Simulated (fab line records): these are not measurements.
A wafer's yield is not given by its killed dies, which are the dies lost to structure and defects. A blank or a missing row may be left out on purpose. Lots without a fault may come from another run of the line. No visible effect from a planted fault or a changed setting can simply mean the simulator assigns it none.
Problem report, 8D (eight disciplines) form, completed by code | flow sfqLine | the parts of the form that need people (team, actions taken, sign-off) are left out

== 1. THE ISSUE ==
L0_MONX_KI_RS at SFQ_L0_RS_MEAS_901 reads a mean of 39.0 ohm/sq on 2 wafers of 1 lot; wafers without a fault read 43.6 ohm/sq with a standard deviation of 0.51. Measured from the usual mean, that is -9.1 standard deviations.
The step: measures by four-point-probe.
Seen first at day 5 11:34 on filmMetro-04, wafer L831.1. The record has a number at this step for 39 wafers belonging to 13 lots. The rule behind "out" and "out of limits": a value lying over 4 standard deviations away from the usual mean. The rest of the wafers with a number are treated as sound.

== 2. WHAT IT IS; WHAT IT IS NOT ==
question                    | is               | is not
which readings at this step | L0_MONX_KI_RS    | -
which lots                  | L831             | L812, L813, L814, L815, L816, L817, L820, L822, L824, L827, L834, L835
which wafers of those lots  | L831.1, L831.6   | L831.2
read on which gauges        | filmMetro-04     | filmMetro-01, filmMetro-02
when                        | from day 5 11:34 | up to then (31 sound wafers); but 6 sound wafers of L834, L835 came after

== 3. THE SUSPECTS, EACH WITH WHAT RULES IT OUT ==
Counting: a tool at a process step up to the reading stays a suspect if it ran every lot that is out. Sound lots after the first of them don't rule it out here, since some wafers of a struck lot are sound.
- the gauge at SFQ_L0_RS_MEAS_901 has been ruled out. All the wafers that are out were read on filmMetro-04, but those of them that SFQ_TRILAYER_L0_DEP_SPUTTER_003 has rows for are out there too, on other tools.
- pvdSputter-04 at SFQ_TRILAYER_L0_DEP_SPUTTER_003 (material MoNx KI, target thk 40 nm, time 100 s): kept. It processed L831, the lot that is out, at day 5 11:29, and its most recent sound lot before then was L824 at day 4 00:29. Its own cathodeDcPowerW readings are out on those wafers.
Remaining after the count: pvdSputter-04 at SFQ_TRILAYER_L0_DEP_SPUTTER_003.

== 4. THE CAUSE (what the simulator had put in) ==
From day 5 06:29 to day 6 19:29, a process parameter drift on pvdSputter-04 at SFQ_TRILAYER_L0_DEP_SPUTTER_003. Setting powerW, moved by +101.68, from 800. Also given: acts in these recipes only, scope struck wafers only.
After counting, this tool was the only one left.

== 5. THE EFFECT CHAIN, in route order ==
One row per reading whose mean, taken over the struck wafers that have a number, lies over 3 standard deviations from the usual. Only readings for which the record gives a usual standard deviation are gone through. hours: the time from each lot's start at the first step in this table that gives one to its start at this step, as a median over the lots. sigmas: the change in usual standard deviations.
hours | step                                | reading         | usual       | on struck wafers | change  | sigmas
0     | SFQ_TRILAYER_L0_DEP_SPUTTER_003     | cathodeDcPowerW | 799.98 W    | 901.77           | +101.79 | +99 or more
0     | SFQ_L0_RS_MEAS_901                  | L0_MONX_KI_RS   | 43.6 ohm/sq | 39.0             | -4.6    | -9.1
1     | SFQ_L0_THK_MEAS_902                 | L0_MONX_KI_THK  | 40.1 nm     | 44.6             | +4.5    | +9.2
79    | SFQ_TRILAYER_L0_ETCH_METAL_ETCH_008 | oesProductAu    | 0.873 a.u.  | 0.935            | +0.062  | +8.7
It contains these process steps:
- SFQ_TRILAYER_L0_DEP_SPUTTER_003: material MoNx KI, target thk 40 nm, time 100 s.
- SFQ_TRILAYER_L0_ETCH_METAL_ETCH_008: etches MoNx KI in SF6/O2, stops on SiO2, target depth 50 nm, time 25 s.
Later steps that measure or inspect, where all struck wafers having a row at the step show a number for every such reading and not one has moved that far: SFQ_I2_BOW_MEAS_917.

== 6. HOW IT WOULD HAVE BEEN CAUGHT EARLIER ==
5 hours passed between the start of the fault at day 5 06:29 and the first reading out of limits at a measuring or inspecting step in this record, taken at day 5 11:34.
The tool's own readings at SFQ_TRILAYER_L0_DEP_SPUTTER_003 were out on every struck wafer that the step has a row for (cathodeDcPowerW): an alarm limit on them would have fired on the first of those.
By day 5 11:34 the whole set of lots that are out, 1 in number, had already begun SFQ_TRILAYER_L0_DEP_SPUTTER_003 on pvdSputter-04. Had the tool been put on hold then, not one of them would have been saved.
